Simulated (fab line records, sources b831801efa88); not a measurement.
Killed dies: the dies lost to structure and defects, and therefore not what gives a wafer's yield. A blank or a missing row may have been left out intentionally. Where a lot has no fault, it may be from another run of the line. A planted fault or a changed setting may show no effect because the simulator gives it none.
fab line records || flow sky130
[record] {"lots": 6, "wafers": 18, "lastDay": 50}
route steps=708 shown LDD_HVN@270 LDD_HVP@278
lots untouched by any fault: they come from a run of this same line in which no faults occurred
startH: hours from the record's first day to the start of the lot's first wafer shown || waitH: time in hours since the lot's previous step || " identical to the entry in the row above || L1.1+2: one row covering several wafers at once || - no value present, or no start provided || * or withheld: withheld || < > ~ a bound
route shown NAME@n: names a module that has steps shown in the file, with the first one's number in the route || usual: average and standard deviation across the fault-free wafers || same: alike in all rows || chamber/n: place in a boat || sites: per-site readings || _std_site: how widely they spread, as a standard deviation || _edge_site: the outer-site mean with the inner-site mean subtracted || radiusMm: how far each site lies from the wafer's centre || mask NAME#n: copy n || behind: the tool/chamber that last shaped the wafer || hold: reason for holding the lot/hours on hold/outcome of the hold || device: names the non-switching transistor (n, p or np) || end of line: the tests these same wafers got at the end of their route || step lacking rows: just its recipe || killed: the dies lost at the first sort to structure and to defects; this is not the yield of the wafer || map: a wafer's dies, marking killed ones x, the rest . and places with no die _
set.NAME: setting as actually run; set.NAME@STEP: the setting as run at that earlier step || model.NAME: the simulator's own value behind a step, which no gauge read
a table for each step, a row for each wafer; lots at some steps of the route
services: from which hour (startH, from the record's first day; less than 0 if before it) a tool's chamber was out of use, for how many hours, and why
[[steps]]
[step SKY_LDD_HVN_SOFTBAKE_03]
[recipe] {"tempC": 90, "timeS": 60, "resist": "NOVOLAK"}
[step SKY_LDD_HVN_EXPOSE_04]
[recipe] {"maskId": "HVNTM", "na": 0.6, "sourceShape": "conventional", "sigmaOuter": 0.6, "polarization": "unpolarized", "targetCdNm": 700, "doseMj": 127}
[step SKY_LDD_HVN_PEB_05]
[recipe] {"tempC": "withheld", "timeS": "*", "resist": "NOVOLAK"}
[step SKY_LDD_HVN_DEVELOP_06]
[recipe] {"resist": "NOVOLAK", "developer": "TMAH", "developTimeS": 60, "devTempC": 23}
[step SKY_LDD_HVN_OVL_MEAS_07]
[usual] {"LDD_HVN_OVL": "0.2/1.2"}
{"lot.wafer": "L685.1", "tool": "overlay-02", "chamber": "-", "startH": 579.18, "waitH": 0.1, "LDD_HVN_OVL[nm]": -1.7}
{"lot.wafer": "L685.3", "tool": "overlay-02", "chamber": "-", "startH": 579.18, "waitH": 0.1, "LDD_HVN_OVL[nm]": 0.0}
{"lot.wafer": "L685.4", "tool": "overlay-02", "chamber": "-", "startH": 579.18, "waitH": 0.1, "LDD_HVN_OVL[nm]": 1.5}
{"lot.wafer": "L687.1", "tool": "overlay-01", "chamber": "-", "startH": 594.47, "waitH": 0.1, "LDD_HVN_OVL[nm]": 0.7}
{"lot.wafer": "L687.2", "tool": "overlay-01", "chamber": "-", "startH": 594.47, "waitH": 0.1, "LDD_HVN_OVL[nm]": 0.4}
{"lot.wafer": "L687.6", "tool": "overlay-01", "chamber": "-", "startH": 594.47, "waitH": 0.1, "LDD_HVN_OVL[nm]": 1.4}
{"lot.wafer": "L688.1", "tool": "overlay-01", "chamber": "-", "startH": 608.08, "waitH": 0.1, "LDD_HVN_OVL[nm]": 0.9}
{"lot.wafer": "L688.4", "tool": "overlay-01", "chamber": "-", "startH": 608.08, "waitH": 0.1, "LDD_HVN_OVL[nm]": -0.7}
{"lot.wafer": "L688.5", "tool": "overlay-01", "chamber": "-", "startH": 608.08, "waitH": 0.1, "LDD_HVN_OVL[nm]": 1.8}
{"lot.wafer": "L692.1", "tool": "overlay-01", "chamber": "-", "startH": 633.81, "waitH": 0.1, "LDD_HVN_OVL[nm]": 1.0}
{"lot.wafer": "L692.3", "tool": "overlay-01", "chamber": "-", "startH": 633.81, "waitH": 0.1, "LDD_HVN_OVL[nm]": 0.4}
{"lot.wafer": "L692.6", "tool": "overlay-01", "chamber": "-", "startH": 633.81, "waitH": 0.1, "LDD_HVN_OVL[nm]": -0.6}
{"lot.wafer": "L693.1", "tool": "overlay-01", "chamber": "-", "startH": 638.83, "waitH": 0.1, "LDD_HVN_OVL[nm]": 0.4}
{"lot.wafer": "L693.3", "tool": "overlay-01", "chamber": "-", "startH": 638.83, "waitH": 0.1, "LDD_HVN_OVL[nm]": 0.6}
{"lot.wafer": "L693.5", "tool": "overlay-01", "chamber": "-", "startH": 638.83, "waitH": 0.1, "LDD_HVN_OVL[nm]": 0.1}
{"lot.wafer": "L694.1", "tool": "overlay-01", "chamber": "-", "startH": 656.57, "waitH": 0.1, "LDD_HVN_OVL[nm]": 3.4}
{"lot.wafer": "L694.2", "tool": "overlay-01", "chamber": "-", "startH": 656.57, "waitH": 0.1, "LDD_HVN_OVL[nm]": 1.6}
{"lot.wafer": "L694.3", "tool": "overlay-01", "chamber": "-", "startH": 656.57, "waitH": 0.1, "LDD_HVN_OVL[nm]": 3.1}
[step SKY_LDD_HVN_IMPLANT_08]
[recipe] {"species": "P", "energyKev": 60, "doseCm2": 3.05e+13, "tiltDeg": 40}
[step SKY_LDD_HVN_STRIP_09]
[recipe] {"chemistry": "O2/N2", "powerW": 1400, "pressureMtorr": 1500, "platenTempC": "withheld", "o2FlowSccm": 3000, "n2FlowSccm": 300, "overashFraction": 0.5}
[usual] {"drypumpMotorCurrentA": "5.98/0.27", "oesProductAu": "0.408/0.0043", "stripTimeToEndpointS": "4.135/0.015"}
{"lot.wafer": "L685.1", "tool": "plasmaAsher-03", "chamber": 0, "startH": 579.36, "waitH": 0.1, "drypumpMotorCurrentA": 6.31, "oesProductAu": 0.411, "rfHoursCounterH": 71, "stripTimeToEndpointS": 4.126}
{"lot.wafer": "L685.3", "tool": "plasmaAsher-03", "chamber": 1, "startH": 579.36, "waitH": 0.1, "drypumpMotorCurrentA": 5.77, "oesProductAu": 0.407, "rfHoursCounterH": "-", "stripTimeToEndpointS": 4.144}
{"lot.wafer": "L685.4", "tool": "plasmaAsher-03", "chamber": 0, "startH": 579.36, "waitH": 0.1, "drypumpMotorCurrentA": 6.34, "oesProductAu": 0.415, "rfHoursCounterH": "-", "stripTimeToEndpointS": 4.116}
{"lot.wafer": "L687.1", "tool": "plasmaAsher-03", "chamber": 0, "startH": 594.66, "waitH": 0.1, "drypumpMotorCurrentA": 6.33, "oesProductAu": 0.408, "rfHoursCounterH": 72, "stripTimeToEndpointS": 4.125}
{"lot.wafer": "L687.2", "tool": "plasmaAsher-03", "chamber": 1, "startH": 594.66, "waitH": 0.1, "drypumpMotorCurrentA": 5.78, "oesProductAu": 0.405, "rfHoursCounterH": 72, "stripTimeToEndpointS": 4.126}
{"lot.wafer": "L687.6", "tool": "plasmaAsher-03", "chamber": 1, "startH": 594.66, "waitH": 0.1, "drypumpMotorCurrentA": 5.78, "oesProductAu": 0.416, "rfHoursCounterH": "-", "stripTimeToEndpointS": 4.154}
{"lot.wafer": "L688.1", "tool": "plasmaAsher-02", "chamber": 0, "startH": 608.26, "waitH": 0.1, "drypumpMotorCurrentA": 5.97, "oesProductAu": 0.408, "rfHoursCounterH": 18, "stripTimeToEndpointS": 4.126}
{"lot.wafer": "L688.4", "tool": "plasmaAsher-02", "chamber": 0, "startH": 608.26, "waitH": 0.1, "drypumpMotorCurrentA": 5.95, "oesProductAu": 0.401, "rfHoursCounterH": "-", "stripTimeToEndpointS": 4.116}
{"lot.wafer": "L688.5", "tool": "plasmaAsher-02", "chamber": 1, "startH": 608.26, "waitH": 0.1, "drypumpMotorCurrentA": 6.01, "oesProductAu": 0.405, "rfHoursCounterH": "-", "stripTimeToEndpointS": 4.130}
{"lot.wafer": "L692.1", "tool": "plasmaAsher-02", "chamber": 0, "startH": 633.99, "waitH": 0.1, "drypumpMotorCurrentA": 5.94, "oesProductAu": 0.408, "rfHoursCounterH": 21, "stripTimeToEndpointS": 4.138}
{"lot.wafer": "L692.3", "tool": "plasmaAsher-02", "chamber": 0, "startH": 633.99, "waitH": 0.1, "drypumpMotorCurrentA": 5.94, "oesProductAu": 0.411, "rfHoursCounterH": "-", "stripTimeToEndpointS": 4.135}
{"lot.wafer": "L692.6", "tool": "plasmaAsher-02", "chamber": 1, "startH": 633.99, "waitH": 0.1, "drypumpMotorCurrentA": 6.00, "oesProductAu": 0.407, "rfHoursCounterH": "-", "stripTimeToEndpointS": 4.147}
{"lot.wafer": "L693.1", "tool": "plasmaAsher-03", "chamber": 0, "startH": 639.01, "waitH": 0.1, "drypumpMotorCurrentA": 6.33, "oesProductAu": 0.406, "rfHoursCounterH": 75, "stripTimeToEndpointS": 4.176}
{"lot.wafer": "L693.3", "tool": "plasmaAsher-03", "chamber": 1, "startH": 639.01, "waitH": 0.1, "drypumpMotorCurrentA": 5.79, "oesProductAu": 0.417, "rfHoursCounterH": "-", "stripTimeToEndpointS": 4.149}
{"lot.wafer": "L693.5", "tool": "plasmaAsher-03", "chamber": 1, "startH": 639.01, "waitH": 0.1, "drypumpMotorCurrentA": 5.80, "oesProductAu": 0.404, "rfHoursCounterH": "-", "stripTimeToEndpointS": 4.140}
{"lot.wafer": "L694.1", "tool": "plasmaAsher-02", "chamber": 1, "startH": 656.76, "waitH": 0.1, "drypumpMotorCurrentA": 6.02, "oesProductAu": 0.405, "rfHoursCounterH": 23, "stripTimeToEndpointS": 4.123}
{"lot.wafer": "L694.2", "tool": "plasmaAsher-02", "chamber": 0, "startH": 656.76, "waitH": 0.1, "drypumpMotorCurrentA": 5.95, "oesProductAu": 0.409, "rfHoursCounterH": 23, "stripTimeToEndpointS": 4.111}
{"lot.wafer": "L694.3", "tool": "plasmaAsher-02", "chamber": 0, "startH": 656.76, "waitH": 0.1, "drypumpMotorCurrentA": 5.96, "oesProductAu": 0.417, "rfHoursCounterH": "-", "stripTimeToEndpointS": 4.107}
[step SKY_LDD_HVN_TW_MEAS_10]
[usual] {"LDD_HVN_TW": "1428/6"}
{"lot.wafer": "L685.1", "tool": "filmMetro-03", "chamber": "-", "startH": 579.46, "waitH": 0.1, "LDD_HVN_TW": 1440}
{"lot.wafer": "L685.3", "tool": "filmMetro-03", "chamber": "-", "startH": 579.46, "waitH": 0.1, "LDD_HVN_TW": 1442}
{"lot.wafer": "L685.4", "tool": "filmMetro-03", "chamber": "-", "startH": 579.46, "waitH": 0.1, "LDD_HVN_TW": 1448}
{"lot.wafer": "L687.1", "tool": "filmMetro-02", "chamber": "-", "startH": 594.76, "waitH": 0.1, "LDD_HVN_TW": 1424}
{"lot.wafer": "L687.2", "tool": "filmMetro-02", "chamber": "-", "startH": 594.76, "waitH": 0.1, "LDD_HVN_TW": 1435}
{"lot.wafer": "L687.6", "tool": "filmMetro-02", "chamber": "-", "startH": 594.76, "waitH": 0.1, "LDD_HVN_TW": 1427}
{"lot.wafer": "L688.1", "tool": "filmMetro-02", "chamber": "-", "startH": 608.36, "waitH": 0.1, "LDD_HVN_TW": 1431}
{"lot.wafer": "L688.4", "tool": "filmMetro-02", "chamber": "-", "startH": 608.36, "waitH": 0.1, "LDD_HVN_TW": 1419}
{"lot.wafer": "L688.5", "tool": "filmMetro-02", "chamber": "-", "startH": 608.36, "waitH": 0.1, "LDD_HVN_TW": 1424}
{"lot.wafer": "L692.1", "tool": "filmMetro-03", "chamber": "-", "startH": 634.09, "waitH": 0.1, "LDD_HVN_TW": 1433}
{"lot.wafer": "L692.3", "tool": "filmMetro-03", "chamber": "-", "startH": 634.09, "waitH": 0.1, "LDD_HVN_TW": 1424}
{"lot.wafer": "L692.6", "tool": "filmMetro-03", "chamber": "-", "startH": 634.09, "waitH": 0.1, "LDD_HVN_TW": 1435}
{"lot.wafer": "L693.1", "tool": "filmMetro-03", "chamber": "-", "startH": 639.11, "waitH": 0.1, "LDD_HVN_TW": 1425}
{"lot.wafer": "L693.3", "tool": "filmMetro-03", "chamber": "-", "startH": 639.11, "waitH": 0.1, "LDD_HVN_TW": 1427}
{"lot.wafer": "L693.5", "tool": "filmMetro-03", "chamber": "-", "startH": 639.11, "waitH": 0.1, "LDD_HVN_TW": 1429}
{"lot.wafer": "L694.1", "tool": "filmMetro-02", "chamber": "-", "startH": 656.86, "waitH": 0.1, "LDD_HVN_TW": 1433}
{"lot.wafer": "L694.2", "tool": "filmMetro-02", "chamber": "-", "startH": 656.86, "waitH": 0.1, "LDD_HVN_TW": 1429}
{"lot.wafer": "L694.3", "tool": "filmMetro-02", "chamber": "-", "startH": 656.86, "waitH": 0.1, "LDD_HVN_TW": 1431}
[step SKY_LDD_HVP_DEHYDRATE_00]
[recipe] {"tempC": 200, "timeS": 60}
[step SKY_LDD_HVP_HMDS_01]
[recipe] {"primeTimeS": 60, "primeTempC": 120}
[step SKY_LDD_HVP_COAT_02]
[recipe] {"resist": "NOVOLAK", "spinRpm": 3000, "resistThkNm": 300}
[step SKY_LDD_HVP_SOFTBAKE_03]
[recipe] {"tempC": 90, "timeS": 60, "resist": "NOVOLAK"}
[step SKY_LDD_HVP_EXPOSE_04]
[recipe] {"maskId": "HVPTM", "na": 0.6, "sourceShape": "conventional", "sigmaOuter": 0.6, "polarization": "unpolarized", "targetCdNm": 700, "doseMj": 86}
[usual] {"exposureDoseMJCm2": "86.01/0.085", "focusOffsetNm": "0.0/0.51", "na": "0.6/0"}
{"lot.wafer": "L685.1", "tool": "ilineStepper-02", "chamber": 0, "startH": 594.76, "waitH": "-", "mask": "HVPTM#0", "exposureDoseMJCm2": 86.02, "focusOffsetNm": -0.4, "na": 0.6}
{"lot.wafer": "L685.3", "tool": "ilineStepper-02", "chamber": 0, "startH": 594.76, "waitH": "-", "mask": "HVPTM#0", "exposureDoseMJCm2": 85.96, "focusOffsetNm": 0.2, "na": 0.6}
{"lot.wafer": "L685.4", "tool": "ilineStepper-02", "chamber": 0, "startH": 594.76, "waitH": "-", "mask": "HVPTM#0", "exposureDoseMJCm2": 85.98, "focusOffsetNm": 0.1, "na": 0.6}
{"lot.wafer": "L687.1", "tool": "ilineStepper-01", "chamber": "-", "startH": 608.80, "waitH": "-", "mask": "HVPTM#0", "exposureDoseMJCm2": "-", "focusOffsetNm": "-", "na": "-"}
{"lot.wafer": "L687.2", "tool": "ilineStepper-01", "chamber": "-", "startH": 608.80, "waitH": "-", "mask": "HVPTM#0", "exposureDoseMJCm2": "-", "focusOffsetNm": "-", "na": "-"}
{"lot.wafer": "L687.6", "tool": "ilineStepper-01", "chamber": "-", "startH": 608.80, "waitH": "-", "mask": "HVPTM#0", "exposureDoseMJCm2": "-", "focusOffsetNm": "-", "na": "-"}
{"lot.wafer": "L688.1", "tool": "ilineStepper-02", "chamber": "-", "startH": 623.35, "waitH": "-", "mask": "HVPTM#0", "exposureDoseMJCm2": "-", "focusOffsetNm": "-", "na": "-"}
{"lot.wafer": "L688.4", "tool": "ilineStepper-02", "chamber": "-", "startH": 623.35, "waitH": "-", "mask": "HVPTM#0", "exposureDoseMJCm2": "-", "focusOffsetNm": "-", "na": "-"}
{"lot.wafer": "L688.5", "tool": "ilineStepper-02", "chamber": "-", "startH": 623.35, "waitH": "-", "mask": "HVPTM#0", "exposureDoseMJCm2": "-", "focusOffsetNm": "-", "na": "-"}
{"lot.wafer": "L692.1", "tool": "ilineStepper-02", "chamber": 0, "startH": 648.60, "waitH": "-", "mask": "HVPTM#0", "exposureDoseMJCm2": 86.06, "focusOffsetNm": -0.7, "na": 0.6}
{"lot.wafer": "L692.3", "tool": "ilineStepper-02", "chamber": 0, "startH": 648.60, "waitH": "-", "mask": "HVPTM#0", "exposureDoseMJCm2": 85.95, "focusOffsetNm": -0.4, "na": 0.6}
{"lot.wafer": "L692.6", "tool": "ilineStepper-02", "chamber": 0, "startH": 648.60, "waitH": "-", "mask": "HVPTM#0", "exposureDoseMJCm2": 85.95, "focusOffsetNm": 0.1, "na": 0.6}
{"lot.wafer": "L693.1", "tool": "ilineStepper-01", "chamber": 0, "startH": 653.76, "waitH": "-", "mask": "HVPTM#0", "exposureDoseMJCm2": 86.12, "focusOffsetNm": -0.1, "na": 0.6}
{"lot.wafer": "L693.3", "tool": "ilineStepper-01", "chamber": 0, "startH": 653.76, "waitH": "-", "mask": "HVPTM#0", "exposureDoseMJCm2": 86.14, "focusOffsetNm": -0.8, "na": 0.6}
{"lot.wafer": "L693.5", "tool": "ilineStepper-01", "chamber": 0, "startH": 653.76, "waitH": "-", "mask": "HVPTM#0", "exposureDoseMJCm2": 86.18, "focusOffsetNm": 0.3, "na": 0.6}
{"lot.wafer": "L694.1", "tool": "ilineStepper-02", "chamber": 0, "startH": 671.20, "waitH": "-", "mask": "HVPTM#0", "exposureDoseMJCm2": 85.97, "focusOffsetNm": -0.9, "na": 0.6}
{"lot.wafer": "L694.2", "tool": "ilineStepper-02", "chamber": 0, "startH": 671.20, "waitH": "-", "mask": "HVPTM#0", "exposureDoseMJCm2": 86.03, "focusOffsetNm": -0.6, "na": 0.6}
{"lot.wafer": "L694.3", "tool": "ilineStepper-02", "chamber": 0, "startH": 671.20, "waitH": "-", "mask": "HVPTM#0", "exposureDoseMJCm2": 85.96, "focusOffsetNm": 0.8, "na": 0.6}
[step SKY_LDD_HVP_PEB_05]
[recipe] {"tempC": "withheld", "timeS": "*", "resist": "NOVOLAK"}
[[services]]
{"tool": "ilineStepper-02", "chamber": 0, "startH": 558.39, "hours": "-", "kind": "calibration"}
{"tool": "ilineStepper-02", "chamber": "-", "startH": 560.95, "hours": 1.7, "kind": "pm"}
{"tool": "plasmaAsher-03", "chamber": "-", "startH": 574.38, "hours": 0.4, "kind": "repair"}
{"tool": "ilineStepper-02", "chamber": "-", "startH": 577.90, "hours": 13.2, "kind": "repair"}
{"tool": "plasmaAsher-03", "chamber": "-", "startH": 596.13, "hours": 0.7, "kind": "repair"}
{"tool": "plasmaAsher-03", "chamber": "-", "startH": 597.59, "hours": 18.5, "kind": "repair"}
{"tool": "plasmaAsher-02", "chamber": "-", "startH": 600.76, "hours": 0.3, "kind": "repair"}
[[key]]
[firstSign] {"step": "SKY_LDD_HVP_EXPOSE_04", "reading": "toolRecord", "direction": "missing"}
effect none on later readings
metAt SKY_LDD_HVP_EXPOSE_04
struckWafers L687.1,L687.2,L687.6,L688.1,L688.4,L688.5
sortLeftOut L687.1,L687.2,L687.6,L688.1,L688.4,L688.5
testerLeftOut L687,L688
onsetBetween 594.76 608.80
[fault] {"kind": "skippedStepWhole", "tool": "ilineStepper-01,ilineStepper-02", "chamber": "-", "onsetH": 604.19, "steps": "SKY_LDD_HVP_EXPOSE_04", "scope": "struckLotsOnly"}
// testerLeftOut: of these lots the tester's yield and bins aren't shown, on N5 and GAA mostly nor the transistor test; their killed dies are dies lost to structure and defects alone, not to doping, threshold or leakage, so they don't give the yield
// sortLeftOut: the simulated sort isn't trusted on such a fault, so these wafers' sort isn't shown, and their yield isn't known
